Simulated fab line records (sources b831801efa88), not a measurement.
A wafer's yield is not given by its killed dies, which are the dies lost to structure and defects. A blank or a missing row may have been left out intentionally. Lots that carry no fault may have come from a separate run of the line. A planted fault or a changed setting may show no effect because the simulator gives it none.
fab line records	flow sky130
record lots=10	wafers=30	last_day=49
route steps=708 shown FIELD_ISO@4 NWELL@76 VT_ADJUST_NCORE@127 VT_ADJUST_PCH@152
lots that met no fault: from a run of the same line without faults
start_h: start of the lot's first displayed wafer, in hours after the record's first day	wait_h: how many hours have passed since the lot's step before this one	" the same as in the row above	L1.1+2: one row covering several wafers at once	- no value present, or no start provided	* or withheld: withheld	< > ~ a bound
route shown NAME@n: a module of which the file shows steps, and the number in the route of the first	usual: mean/standard deviation of fault-free wafers	same: alike in all rows	chamber/n: place in a boat	sites: each site's reading	_std_site: the values' standard deviation	_edge_site: outer sites' mean less inner sites'	radius_mm: how far each site lies from the wafer's centre	mask NAME#n: copy n	behind: the tool/chamber that last shaped the wafer	hold: why the lot went on hold/how many hours it stayed there/how the hold came to an end	device: names the non-switching transistor (n, p or np)	end of line: the same wafers' tests at the end of the route	a step given without rows: its recipe and nothing more	killed: not the wafer's yield, but the dies lost to structure and defects at the first sort	map: shows each die of a wafer: x if killed, . if not, _ if none is there
set.NAME: the run value of the setting; set.NAME@STEP: its run value at that earlier step	model.NAME: the simulator's own value behind a step, which no gauge read
a sample of lots followed through the steps of the route, with each step as a table and each wafer as a row
services: the hour from which a tool's chamber was out of use, counted from the record's first day as start_h (under 0 if before that day), plus the number of hours and why
## steps
# step SKY_FIELD_ISO_CVD_03
# recipe material=Si3N4	precursor=DCS/NH3	target_thk_nm=165	temp_c=770	time_s=2830	pressure_mtorr=250
# usual pressure_mtorr=250.2/0.5	spike_tc_upper_C=769.0/1.6
lot.wafer	tool	chamber	start_h	wait_h	pressure_mtorr	spike_tc_upper_C
L146.2	lpcvd-02	0	12.44	0.0	249.7	767.6
L146.3	"	0	"	"	250.3	768.7
L146.5	"	0	"	"	250.3	766.7
L147.1	lpcvd-02	0	16.69	0.1	250.3	768.7
L147.5	"	0	"	"	249.2	768.8
L147.6	"	0	"	"	249.4	766.0
L148.1	lpcvd-02	0	22.22	0.1	249.6	768.2
L148.2	"	0	"	"	249.9	768.4
L148.4	"	0	"	"	249.7	767.9
L151.1	lpcvd-02	1	39.37	0.1	250.2	770.3
L151.4	"	1	"	"	250.5	770.2
L151.6	"	1	"	"	249.8	771.9
L154.2	lpcvd-02	1	53.19	1.2	250.8	769.2
L154.5	"	1	"	"	250.5	770.5
L154.6	"	1	"	"	249.5	771.9
L157.3	lpcvd-02	0	67.45	0.0	199.9	767.5
L157.5	"	0	"	"	199.4	768.7
L157.6	"	0	"	"	199.4	766.4
L160.1	lpcvd-02	1	85.47	1.1	250.7	770.7
L160.4	"	1	"	"	251.0	770.8
L160.6	"	1	"	"	251.0	769.8
L161.1	lpcvd-02	1	88.31	1.1	249.6	770.5
L161.2	"	1	"	"	249.9	769.2
L161.3	"	1	"	"	250.0	769.8
L162.1	lpcvd-02	1	93.18	0.1	250.1	769.6
L162.4	"	1	"	"	251.1	769.2
L162.6	"	1	"	"	250.5	770.8
L163.1	lpcvd-02	1	98.15	0.1	250.1	770.5
L163.2	"	1	"	"	250.1	769.8
L163.6	"	1	"	"	250.2	770.4
# step SKY_FIELD_ISO_THK_MEAS_04
# recipe reads=Si3N4_of_FIELD_ISO_CVD_03
# usual FIELD_ISO_CVD_03_THK=164.7/1.7
lot.wafer	tool	chamber	start_h	wait_h	FIELD_ISO_CVD_03_THK[nm]
L146.2	film_metro-03	-	14.23	0.0	162.3
L146.3	"	-	"	"	164.5
L146.5	"	-	"	"	164.3
L147.1	film_metro-04	-	18.48	0.0	163.0
L147.5	"	-	"	"	164.0
L147.6	"	-	"	"	164.0
L148.1	film_metro-02	-	24.00	0.0	166.4
L148.2	"	-	"	"	166.2
L148.4	"	-	"	"	166.8
L151.1	film_metro-03	-	41.16	0.0	166.8
L151.4	"	-	"	"	167.2
L151.6	"	-	"	"	167.2
L154.2	film_metro-03	-	54.99	0.0	162.7
L154.5	"	-	"	"	162.8
L154.6	"	-	"	"	163.4
L157.3	film_metro-03	-	70.15	0.0	151.0
L157.5	"	-	"	"	152.8
L157.6	"	-	"	"	153.0
L160.1	film_metro-04	-	87.26	0.0	164.1
L160.4	"	-	"	"	165.4
L160.6	"	-	"	"	163.8
L161.1	film_metro-03	-	90.10	0.0	164.5
L161.2	"	-	"	"	162.9
L161.3	"	-	"	"	163.5
L162.1	film_metro-03	-	94.97	0.0	161.7
L162.4	"	-	"	"	162.8
L162.6	"	-	"	"	162.8
L163.1	film_metro-04	-	99.93	0.0	165.6
L163.2	"	-	"	"	167.0
L163.6	"	-	"	"	167.1
# step SKY_FIELD_ISO_ETCH_15
# recipe chemistry=CHF3/O2	target_depth_nm=180	stop_on=Si	source_w=600	bias_w=200	pressure_mtorr=40	chf3_flow_sccm=50	O2_flow_sccm=5	time_s=72
# usual drypump_motor_current_A=5.8/0.44	oes_product_au=0.945/0.0076	throttle_valve_pct=8.845/0.0089
lot.wafer	tool	chamber	start_h	wait_h	drypump_motor_current_A	oes_product_au	rf_hours_counter_h	throttle_valve_pct
L146.2	rie_diel-01	1	29.19	0.0	6.6	0.935	78	8.850
L146.3	"	3	"	"	5.9	0.941	83	8.849
L146.5	"	2	"	"	5.6	0.938	-	8.830
L147.1	rie_diel-03	0	32.59	0.0	5.4	0.940	63	8.850
L147.5	"	1	"	"	6.0	0.944	-	8.838
L147.6	"	0	"	"	5.4	0.943	-	8.851
L148.1	rie_diel-03	3	38.20	0.0	4.9	0.948	113	8.837
L148.2	"	2	"	"	5.7	0.960	118	8.850
L148.4	"	1	"	"	6.0	0.950	128	8.859
L151.1	rie_diel-04	2	56.20	0.0	5.6	0.952	79	8.857
L151.4	"	1	"	"	5.7	0.956	5	8.835
L151.6	"	1	"	"	5.7	0.955	-	8.835
L154.2	rie_diel-03	1	71.14	0.0	6.1	0.940	128	8.843
L154.5	"	2	"	"	5.7	0.935	-	8.840
L154.6	"	1	"	"	6.1	0.938	-	8.838
L157.3	rie_diel-04	1	86.60	0.0	5.7	0.894	5	8.841
L157.5	"	3	"	"	5.9	0.907	-	8.835
L157.6	"	0	"	"	5.9	0.911	-	8.823
L160.1	rie_diel-04	1	103.85	0.0	5.6	0.941	5	8.843
L160.4	"	2	"	"	5.6	0.948	80	8.851
L160.6	"	1	"	"	5.7	0.940	-	8.862
L161.1	rie_diel-01	3	108.09	0.0	6.0	0.943	85	8.856
L161.2	"	0	"	"	6.0	0.936	56	8.850
L161.3	"	2	"	"	5.6	0.935	2	8.844
L162.1	rie_diel-01	1	112.64	0.0	6.6	0.927	80	8.829
L162.4	"	2	"	"	5.6	0.943	3	8.828
L162.6	"	1	"	"	6.6	0.936	-	8.844
L163.1	rie_diel-03	3	118.34	0.0	4.9	0.949	115	8.837
L163.2	"	0	"	"	5.4	0.953	65	8.837
L163.6	"	3	"	"	4.9	0.951	-	8.832
# step SKY_NWELL_OVL_MEAS_23
# usual NWELL_01_OVL=0.8/1.4
lot.wafer	tool	chamber	start_h	wait_h	NWELL_01_OVL[nm]
L146.2	overlay-01	-	101.94	-	3.0
L146.3	"	-	"	"	0.7
L146.5	"	-	"	"	3.1
L147.1	overlay-01	-	115.39	-	0.9
L147.5	"	-	"	"	2.0
L147.6	"	-	"	"	1.8
L148.1	overlay-02	-	120.44	-	0.2
L148.2	"	-	"	"	0.5
L148.4	"	-	"	"	1.2
L151.1	overlay-01	-	128.48	-	1.4
L151.4	"	-	"	"	0.3
L151.6	"	-	"	"	2.7
L154.2	overlay-01	-	150.98	-	3.0
L154.5	"	-	"	"	1.3
L154.6	"	-	"	"	1.9
L157.3	overlay-02	-	177.32	-	1.3
L157.5	"	-	"	"	3.2
L157.6	"	-	"	"	0.9
L160.1	overlay-01	-	186.34	-	0.9
L160.4	"	-	"	"	0.4
L160.6	"	-	"	"	0.3
L161.1	overlay-01	-	191.89	-	0.0
L161.2	"	-	"	"	-1.2
L161.3	"	-	"	"	-0.3
L162.1	overlay-02	-	206.24	-	1.8
L162.4	"	-	"	"	2.3
L162.6	"	-	"	"	0.1
L163.1	overlay-01	-	207.88	-	1.0
L163.2	"	-	"	"	0.0
L163.6	"	-	"	"	1.9
# step SKY_VT_ADJUST_NCORE_OVL_MEAS_08
# usual VT_ADJUST_NCORE_OVL=0.8/1.2
lot.wafer	tool	chamber	start_h	wait_h	VT_ADJUST_NCORE_OVL[nm]
L146.2	overlay-01	-	178.33	0.1	1.7
L146.3	"	-	"	"	0.1
L146.5	"	-	"	"	0.7
L147.1	overlay-01	-	200.48	0.1	0.4
L147.5	"	-	"	"	-1.8
L147.6	"	-	"	"	-1.0
L148.1	overlay-01	-	200.85	0.1	1.8
L148.2	"	-	"	"	0.0
L148.4	"	-	"	"	3.8
L151.1	overlay-02	-	211.64	0.1	-0.5
L151.4	"	-	"	"	0.1
L151.6	"	-	"	"	-1.0
L154.2	overlay-01	-	236.35	0.1	1.8
L154.5	"	-	"	"	-0.8
L154.6	"	-	"	"	1.2
L157.3	overlay-02	-	269.01	0.1	1.9
L157.5	"	-	"	"	0.9
L157.6	"	-	"	"	2.3
L160.1	overlay-02	-	280.25	0.1	2.4
L160.4	"	-	"	"	1.9
L160.6	"	-	"	"	1.9
L161.1	overlay-02	-	285.84	0.1	1.0
L161.2	"	-	"	"	0.6
L161.3	"	-	"	"	3.7
L162.1	overlay-01	-	300.94	0.1	1.3
L162.4	"	-	"	"	1.4
L162.6	"	-	"	"	0.0
L163.1	overlay-02	-	305.24	0.1	0.6
L163.2	"	-	"	"	-0.3
L163.6	"	-	"	"	1.6
# step SKY_VT_ADJUST_PCH_STRIP_09
# recipe chemistry=O2/N2	power_w=1400	pressure_mtorr=1500	platen_temp_c=withheld	o2_flow_sccm=3000	n2_flow_sccm=300	overash_fraction=0.5
# usual drypump_motor_current_A=5.8/0.46	oes_product_au=0.723/0.0045	strip_time_to_endpoint_s=36.91/0.12
lot.wafer	tool	chamber	start_h	wait_h	drypump_motor_current_A	oes_product_au	rf_hours_counter_h	strip_time_to_endpoint_s
L146.2	plasma_asher-01	0	221.91	0.1	5.3	0.729	43	36.91
L146.3	"	0	"	"	5.3	0.726	-	36.81
L146.5	"	1	"	"	6.3	0.726	-	36.87
L147.1	plasma_asher-02	1	245.31	0.1	5.3	0.724	12	37.03
L147.5	"	0	"	"	5.9	0.725	-	37.02
L147.6	"	1	"	"	5.4	0.720	-	37.07
L148.1	plasma_asher-03	0	245.96	0.1	6.5	0.722	47	36.88
L148.2	"	1	"	"	5.6	0.710	47	37.06
L148.4	"	0	"	"	6.5	0.720	-	36.98
L151.1	plasma_asher-02	1	257.87	0.1	5.3	0.726	13	36.76
L151.4	"	0	"	"	5.9	0.721	-	36.76
L151.6	"	0	"	"	5.9	0.715	-	36.90
L154.2	plasma_asher-01	1	284.11	0.1	6.3	0.724	50	36.97
L154.5	"	1	"	"	6.3	0.732	-	36.92
L154.6	"	0	"	"	5.3	0.727	-	36.92
L157.3	plasma_asher-03	0	320.74	0.1	6.5	0.724	-	36.86
L157.5	"	0	"	"	6.5	0.732	-	36.84
L157.6	"	1	"	"	5.6	0.719	-	36.87
L160.1	plasma_asher-03	1	333.46	0.1	5.6	0.721	56	37.09
L160.4	"	0	"	"	6.5	0.715	-	37.10
L160.6	"	0	"	"	6.5	0.721	-	37.06
L161.1	plasma_asher-01	1	338.42	0.1	6.3	0.726	56	36.83
L161.2	"	0	"	"	5.3	0.720	56	36.93
L161.3	"	1	"	"	6.3	0.722	-	36.81
L162.1	plasma_asher-02	0	355.01	0.1	5.9	0.719	20	36.93
L162.4	"	0	"	"	5.9	0.720	-	37.06
L162.6	"	0	"	"	5.9	0.726	-	36.96
L163.1	plasma_asher-03	0	358.41	0.1	6.5	0.723	59	36.73
L163.2	"	1	"	"	5.6	0.712	59	36.82
L163.6	"	1	"	"	5.6	0.723	-	36.80
## services
tool	chamber	start_h	hours	kind
rie_diel-04	3	9.08	2.4	repair
rie_diel-04	-	21.66	1.2	repair
plasma_asher-01	-	49.01	55.0	repair
rie_diel-03	3	100.24	3.9	repair
lpcvd-02	-	105.80	14.6	pm
plasma_asher-02	-	108.75	9.0	pm
rie_diel-03	-	112.41	2.8	pm
rie_diel-01	3	118.86	7.7	repair
rie_diel-04	-	131.39	28.1	pm
plasma_asher-02	-	136.46	2.8	pm
rie_diel-01	3	158.60	6.1	repair
plasma_asher-03	-	159.93	0.4	repair
plasma_asher-01	-	179.45	4.0	repair
rie_diel-01	-	184.99	0.3	repair
plasma_asher-02	-	193.85	0.6	repair
lpcvd-02	-	201.33	1.5	repair
rie_diel-04	2	206.89	3.3	repair
rie_diel-04	-	209.82	2.8	pm
rie_diel-03	3	213.20	22.7	repair
rie_diel-01	3	235.14	10.4	repair
rie_diel-03	2	255.97	3.2	repair
lpcvd-02	-	283.55	4.3	pm
rie_diel-03	3	292.13	6.6	repair
plasma_asher-03	-	318.34	0.4	repair
## key
first_sign step=SKY_FIELD_ISO_CVD_03	reading=pressure_mtorr	direction=down	sigmas=99+	usual=250.2	struck=199.6
effect step=SKY_FIELD_ISO_THK_MEAS_04	reading=FIELD_ISO_CVD_03_THK	direction=down	sigmas=7.2	usual=164.7	struck=152.3
effect step=SKY_FIELD_ISO_ETCH_15	reading=oes_product_au	direction=down	sigmas=5.4	usual=0.945	struck=0.904
met_at SKY_FIELD_ISO_CVD_03
struck_lots L157
struck_wafers L157.3,L157.5,L157.6
tester_left_out L157
not_acting_at SKY_NWELL_OVL_MEAS_23,SKY_VT_ADJUST_NCORE_OVL_MEAS_08,SKY_VT_ADJUST_PCH_STRIP_09
onset_between 22.22 67.45
fault kind=process_parameter_drift	tool=lpcvd-02	chamber=0	onset_h=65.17	steps=SKY_FIELD_ISO_CVD_03	channel=pressure_mtorr	offset=-50	shape=step	end_h=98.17	acts_in=these_recipes_only	stated=250
# tester_left_out: of these lots the tester's yield and bins aren't shown, on N5 and GAA mostly nor the transistor test; their killed dies are dies lost to structure and defects alone, not to doping, threshold or leakage, so they don't give the yield
